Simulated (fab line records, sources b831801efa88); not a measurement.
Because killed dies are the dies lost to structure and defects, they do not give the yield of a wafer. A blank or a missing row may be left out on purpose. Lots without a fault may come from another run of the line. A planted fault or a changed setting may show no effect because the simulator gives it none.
fab line records	flow sky130
record lots=11	wafers=33	lastDay=50
route steps=708 shown VT_ADJUST_HVTP@95 VT_ADJUST_LVTN@106 VT_ADJUST_PCH@153 SONOS_ONO@172
lots with no fault: from the same line, run without faults
startH: the number of hours between the record's first day and the start of the first shown wafer of the lot	waitH: how many hours have passed since the lot's step before this one	" unchanged from the row above	L1.1+2: a single row standing in for several wafers	- no value present, or no start provided	* or withheld: withheld	< > ~ a bound
route shown NAME@n: a module of which the file shows steps, and the number in the route of the first	usual: the fault-free wafers' mean and standard deviation	same: alike in all rows	chamber/n: place in a boat	sites: each site's reading	_std_site: the standard deviation of these	_edge_site: the outer-site mean with the inner-site mean subtracted	radiusMm: for every site, how far away it sits from the centre of the wafer	mask NAME#n: copy n	behind: the tool/chamber that last shaped the wafer	hold: what put the lot on hold/how long, in hours/how the hold closed	device: the transistor (n, p or np) that didn't switch	end of line: at the end of the route, the tests of the same wafers	where a step has no rows: the recipe by itself	killed: count of dies lost to structure and defects at first sort (not the wafer's yield)	map: dies across one wafer; x = killed, . = not, _ = none there
set.NAME: setting as actually run; set.NAME@STEP: the setting as run at that earlier step	model.NAME: the simulator's own value behind a step, which no gauge read
the route's steps for a sample of lots (tables are steps, rows are wafers)
services: when a tool's chamber went out of use (startH, in hours from the record's first day, below 0 if earlier), for how many hours, and the reason
## steps
# step SKY_VT_ADJUST_HVTP_STRIP_10
# recipe chemistry=O2/N2	powerW=1400	pressureMtorr=1500	platenTempC=withheld	o2FlowSccm=3000	n2FlowSccm=300	overashFraction=0.5
# usual drypumpMotorCurrentA=5.8/0.34	o2FlowSccm=2999/9.7	oesProductAu=0.715/0.0042	stripTimeToEndpointS=14.20/0.046
lot.wafer	tool	chamber	startH	waitH	drypumpMotorCurrentA	o2FlowSccm	oesProductAu	rfHoursCounterH	stripTimeToEndpointS
L518.2	plasmaAsher-01	0	117.18	0.1	5.7	2986	0.713	47	14.20
L518.4	"	0	"	"	5.8	2990	0.713	-	14.21
L518.5	"	1	"	"	5.9	3010	0.718	-	14.23
L519.2	plasmaAsher-02	0	129.48	0.1	5.4	2979	0.715	1	14.17
L519.3	"	1	"	"	5.7	3021	0.712	-	14.16
L519.5	"	1	"	"	5.7	2994	0.708	-	14.15
L520.3	plasmaAsher-02	0	134.23	0.1	5.4	2995	0.712	-	14.19
L520.4	"	1	"	"	5.6	3008	0.713	-	14.18
L520.6	"	1	"	"	5.7	2999	0.708	-	14.14
L523.3	plasmaAsher-04	1	154.60	0.1	6.5	3003	0.713	-	14.25
L523.4	"	0	"	"	6.4	3000	0.705	-	14.23
L523.5	"	1	"	"	6.5	2990	0.717	-	14.23
L525.2	plasmaAsher-02	1	167.03	0.1	5.6	3007	0.715	5	14.23
L525.3	"	1	"	"	5.6	3009	0.719	-	14.24
L525.4	"	0	"	"	5.4	3007	0.717	-	14.22
L526.2	plasmaAsher-01	1	173.46	0.1	6.0	3009	0.712	52	14.25
L526.3	"	1	"	"	5.9	2994	0.719	-	14.18
L526.4	"	0	"	"	5.8	2992	0.720	-	14.23
L529.1	plasmaAsher-02	0	192.21	0.1	5.4	3012	0.716	7	14.14
L529.2	"	1	"	"	5.6	2988	0.716	7	14.15
L529.4	"	0	"	"	5.4	3012	0.721	-	14.13
L530.2	plasmaAsher-01	0	198.83	0.1	5.8	2981	0.712	55	14.21
L530.3	"	1	"	"	6.0	3001	0.717	-	14.21
L530.6	"	0	"	"	5.7	3007	0.710	-	14.23
L539.1	plasmaAsher-02	0	252.76	0.1	5.4	2989	0.719	13	14.21
L539.2	"	1	"	"	5.7	3001	0.719	13	14.17
L539.6	"	0	"	"	5.4	2977	0.721	-	14.23
L540.1	plasmaAsher-02	0	258.60	0.1	5.4	2990	0.718	14	14.16
L540.4	"	1	"	"	5.7	3006	0.709	-	14.13
L540.6	"	0	"	"	5.4	2999	0.715	-	14.16
L541.2	plasmaAsher-04	1	262.65	0.1	6.5	3000	0.715	58	14.19
L541.5	"	0	"	"	6.4	2994	0.709	-	14.21
L541.6	"	1	"	"	6.5	3017	0.717	-	14.23
# step SKY_VT_ADJUST_LVTN_STRIP_09
# recipe chemistry=O2/N2	powerW=1400	pressureMtorr=1500	platenTempC=withheld	o2FlowSccm=3000	n2FlowSccm=300	overashFraction=0.5
# usual drypumpMotorCurrentA=6.1/0.43	o2FlowSccm=3001/9.4	oesProductAu=0.723/0.005	stripTimeToEndpointS=36.62/0.085
lot.wafer	tool	chamber	startH	waitH	drypumpMotorCurrentA	o2FlowSccm	oesProductAu	rfHoursCounterH	stripTimeToEndpointS
L518.2	plasmaAsher-04	0	136.31	0.1	6.5	3004	0.729	46	36.52
L518.4	"	0	"	"	6.4	3010	0.728	-	36.52
L518.5	"	1	"	"	6.5	3011	0.731	-	36.58
L519.2	plasmaAsher-01	1	148.24	0.1	5.9	3007	0.727	50	36.63
L519.3	"	0	"	"	5.8	3005	0.721	-	36.63
L519.5	"	0	"	"	5.7	3001	0.727	-	36.65
L520.3	plasmaAsher-04	1	153.23	0.1	6.5	3014	0.714	-	36.56
L520.4	"	0	"	"	6.4	3007	0.719	-	36.40
L520.6	"	0	"	"	6.4	3008	0.721	-	36.54
L523.3	plasmaAsher-03	0	175.08	0.1	6.4	2999	0.728	-	36.67
L523.4	"	1	"	"	5.3	2977	0.724	-	36.66
L523.5	"	1	"	"	5.3	2990	0.722	-	36.58
L525.2	plasmaAsher-04	1	187.11	0.1	6.5	2987	0.722	51	36.70
L525.3	"	0	"	"	6.4	3017	0.733	-	36.67
L525.4	"	1	"	"	6.5	2984	0.726	-	36.75
L526.2	plasmaAsher-01	1	193.84	0.1	5.9	3017	0.722	54	36.79
L526.3	"	1	"	"	6.0	3014	0.724	-	36.77
L526.4	"	0	"	"	5.8	3012	0.726	-	36.62
L529.1	plasmaAsher-03	0	213.14	0.1	6.4	3006	0.714	40	36.75
L529.2	"	1	"	"	5.3	2996	0.728	40	36.57
L529.4	"	0	"	"	6.4	2979	0.722	-	36.60
L530.2	plasmaAsher-01	0	220.39	0.1	5.7	3009	0.725	57	36.52
L530.3	"	0	"	"	5.8	3003	0.727	-	36.42
L530.6	"	1	"	"	5.9	3003	0.731	-	36.45
L539.1	plasmaAsher-01	0	277.39	0.1	5.8	2993	0.729	63	36.75
L539.2	"	1	"	"	6.0	3004	0.715	63	36.68
L539.6	"	1	"	"	5.9	3000	0.711	-	36.75
L540.1	plasmaAsher-04	1	282.34	0.1	6.5	2987	0.729	61	36.66
L540.4	"	0	"	"	6.4	2992	0.725	-	36.61
L540.6	"	1	"	"	6.5	2999	0.725	-	36.60
L541.2	plasmaAsher-03	1	286.49	0.1	5.3	2996	0.726	46	36.50
L541.5	"	0	"	"	6.4	3018	0.720	-	36.51
L541.6	"	1	"	"	5.3	2984	0.724	-	36.65
# step SKY_VT_ADJUST_PCH_TW_MEAS_10
# usual VT_ADJUST_PCH_TW=142.0/1.2
lot.wafer	tool	chamber	startH	waitH	VT_ADJUST_PCH_TW
L518.2	filmMetro-04	-	219.47	0.1	140.1
L518.4	"	-	"	"	140.0
L518.5	"	-	"	"	140.4
L519.2	filmMetro-02	-	233.60	0.1	143.5
L519.3	"	-	"	"	142.8
L519.5	"	-	"	"	143.4
L520.3	filmMetro-04	-	238.40	0.1	139.9
L520.4	"	-	"	"	140.3
L520.6	"	-	"	"	140.5
L523.3	filmMetro-02	-	263.98	0.1	143.6
L523.4	"	-	"	"	142.8
L523.5	"	-	"	"	142.0
L525.2	filmMetro-01	-	278.74	0.1	143.2
L525.3	"	-	"	"	142.8
L525.4	"	-	"	"	142.1
L526.2	filmMetro-04	-	285.65	0.1	139.8
L526.3	"	-	"	"	139.2
L526.4	"	-	"	"	140.5
L529.1	filmMetro-02	-	308.44	0.1	141.9
L529.2	"	-	"	"	141.9
L529.4	"	-	"	"	142.6
L530.2	filmMetro-04	-	316.95	0.1	141.0
L530.3	"	-	"	"	140.4
L530.6	"	-	"	"	141.0
L539.1	filmMetro-04	-	384.18	0.1	140.7
L539.2	"	-	"	"	141.5
L539.6	"	-	"	"	141.0
L540.1	filmMetro-02	-	389.64	0.1	141.6
L540.4	"	-	"	"	142.4
L540.6	"	-	"	"	141.5
L541.2	filmMetro-02	-	395.02	0.1	142.1
L541.5	"	-	"	"	142.2
L541.6	"	-	"	"	142.3
# step SKY_SONOS_ONO_CVD_04
# recipe material=SiO2	precursor=SiH4/N2O	targetThkNm=5.7199	tempC=900	pressureMtorr=400
# usual pressureMtorr=400.1/0.85	zonePowerLowerPct=17.6/2.6
lot.wafer	tool	chamber	startH	waitH	pressureMtorr	zonePowerLowerPct
L518.2	lpcvd-03	1	246.88	0.0	399.3	20.1
L518.4	"	1	"	"	399.9	20.1
L518.5	"	1	"	"	399.6	20.1
L519.2	lpcvd-03	1	262.61	0.0	400.1	20.5
L519.3	"	1	"	"	400.4	20.1
L519.5	"	1	"	"	400.8	20.3
L520.3	lpcvd-03	1	265.90	0.0	400.3	20.1
L520.4	"	1	"	"	401.1	20.2
L520.6	"	1	"	"	400.6	20.5
L523.3	lpcvd-03	0	292.65	0.0	400.3	14.9
L523.4	"	0	"	"	399.9	15.3
L523.5	"	0	"	"	399.3	15.0
L525.2	lpcvd-03	0	306.78	0.0	399.3	15.1
L525.3	"	0	"	"	399.2	15.0
L525.4	"	0	"	"	397.4	15.1
L526.2	lpcvd-03	1	317.61	0.0	401.0	20.1
L526.3	"	1	"	"	399.7	19.9
L526.4	"	1	"	"	400.3	20.1
L529.1	lpcvd-03	1	338.14	0.1	481.4	20.0
L529.2	"	1	"	"	480.3	19.9
L529.4	"	1	"	"	480.1	20.4
L530.2	lpcvd-03	1	347.34	0.0	479.9	20.0
L530.3	"	1	"	"	479.9	19.9
L530.6	"	1	"	"	480.9	20.7
L539.1	lpcvd-03	0	418.30	0.1	401.0	15.0
L539.2	"	0	"	"	399.4	15.1
L539.6	"	0	"	"	399.6	14.6
L540.1	lpcvd-03	1	423.85	0.1	401.1	20.1
L540.4	"	1	"	"	400.1	20.1
L540.6	"	1	"	"	401.1	20.0
L541.2	lpcvd-03	0	430.98	0.0	398.6	14.8
L541.5	"	0	"	"	401.0	15.0
L541.6	"	0	"	"	398.4	15.2
# step SKY_SONOS_ONO_THK_MEAS_05
# recipe reads=SiO2_of_SONOS_ONO_CVD_04
# usual SONOS_ONO_CVD_04_THK=5.68/0.1
lot.wafer	tool	chamber	startH	waitH	hold	SONOS_ONO_CVD_04_THK[nm]
L518.2	filmMetro-01	-	248.14	0.0	-	5.61
L518.4	"	-	"	"	-	5.58
L518.5	"	-	"	"	-	5.73
L519.2	filmMetro-01	-	263.87	0.0	-	5.56
L519.3	"	-	"	"	-	5.60
L519.5	"	-	"	"	-	5.56
L520.3	filmMetro-01	-	267.17	0.0	-	5.76
L520.4	"	-	"	"	-	5.94
L520.6	"	-	"	"	-	5.76
L523.3	filmMetro-03	-	293.92	0.0	-	5.74
L523.4	"	-	"	"	-	5.76
L523.5	"	-	"	"	-	5.80
L525.2	filmMetro-01	-	308.04	0.0	-	5.69
L525.3	"	-	"	"	-	5.78
L525.4	"	-	"	"	-	5.75
L526.2	filmMetro-02	-	318.87	0.0	-	5.71
L526.3	"	-	"	"	-	5.76
L526.4	"	-	"	"	-	5.70
L529.1	filmMetro-02	-	340.01	0.0	awaitDispo/0.2h/release	6.29
L529.2	"	-	"	"	awaitDispo/0.2h/release	6.21
L529.4	"	-	"	"	awaitDispo/0.2h/release	6.20
L529.1	filmMetro-02	-	340.32	0.3	-	6.30
L529.2	"	-	"	"	-	6.20
L529.4	"	-	"	"	-	6.27
L530.2	filmMetro-02	-	348.60	0.0	awaitDispo/0.2h/release	6.14
L530.3	"	-	"	"	awaitDispo/0.2h/release	6.09
L530.6	"	-	"	"	awaitDispo/0.2h/release	6.17
L530.2	filmMetro-02	-	348.82	0.2	-	6.21
L530.3	"	-	"	"	-	6.12
L530.6	"	-	"	"	-	6.12
L539.1	filmMetro-01	-	419.55	0.0	-	5.60
L539.2	"	-	"	"	-	5.57
L539.6	"	-	"	"	-	5.50
L540.1	filmMetro-03	-	425.10	0.0	-	5.65
L540.4	"	-	"	"	-	5.56
L540.6	"	-	"	"	-	5.60
L541.2	filmMetro-01	-	432.24	0.0	-	5.74
L541.5	"	-	"	"	-	5.71
L541.6	"	-	"	"	-	5.74
## services
tool	chamber	startH	hours	kind
lpcvd-03	-	95.50	2.8	pm
plasmaAsher-02	-	108.75	9.0	pm
plasmaAsher-02	0	108.75	9.0	ventCycle
plasmaAsher-02	1	108.75	9.0	ventCycle
plasmaAsher-02	0	117.75	-	clean
plasmaAsher-02	1	117.75	-	clean
plasmaAsher-01	-	133.42	4.5	repair
lpcvd-03	-	167.03	4.5	repair
lpcvd-03	-	182.64	1.3	repair
plasmaAsher-03	-	183.05	13.6	repair
lpcvd-03	-	197.20	6.1	pm
plasmaAsher-04	-	217.80	2.8	pm
plasmaAsher-02	-	239.26	2.6	repair
plasmaAsher-03	-	272.28	7.9	repair
lpcvd-03	-	290.84	0.7	repair
plasmaAsher-01	-	307.09	7.8	repair
plasmaAsher-03	-	317.45	8.4	repair
plasmaAsher-02	-	328.44	4.4	repair
plasmaAsher-01	-	363.29	31.4	repair
plasmaAsher-01	-	421.31	9.0	pm
plasmaAsher-01	0	421.31	9.0	ventCycle
plasmaAsher-01	1	421.31	9.0	ventCycle
plasmaAsher-01	0	430.31	-	clean
plasmaAsher-01	1	430.31	-	clean
## key
firstSign step=SKY_SONOS_ONO_CVD_04	reading=pressureMtorr	direction=up	sigmas=95	usual=400.1	struck=480.4
effect step=SKY_SONOS_ONO_THK_MEAS_05	reading=visit	direction=added
effect step=SKY_SONOS_ONO_THK_MEAS_05	reading=SONOS_ONO_CVD_04_THK	direction=up	sigmas=5	usual=5.68	struck=6.18
metAt SKY_SONOS_ONO_CVD_04
struckLots L529,L530
testerLeftOut L529,L530
notActingAt SKY_VT_ADJUST_HVTP_STRIP_10,SKY_VT_ADJUST_LVTN_STRIP_09,SKY_VT_ADJUST_PCH_TW_MEAS_10
onsetBetween 317.61 338.14
fault kind=processParameterDrift	tool=lpcvd-03	chamber=-	onsetH=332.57	steps=SKY_SONOS_ONO_CVD_04	channel=pressureMtorr	offset=80	shape=step	endH=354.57	stated=400
# testerLeftOut: of these lots the tester's yield and bins aren't shown, on N5 and GAA mostly nor the transistor test; their killed dies are dies lost to structure and defects alone, not to doping, threshold or leakage, so they don't give the yield
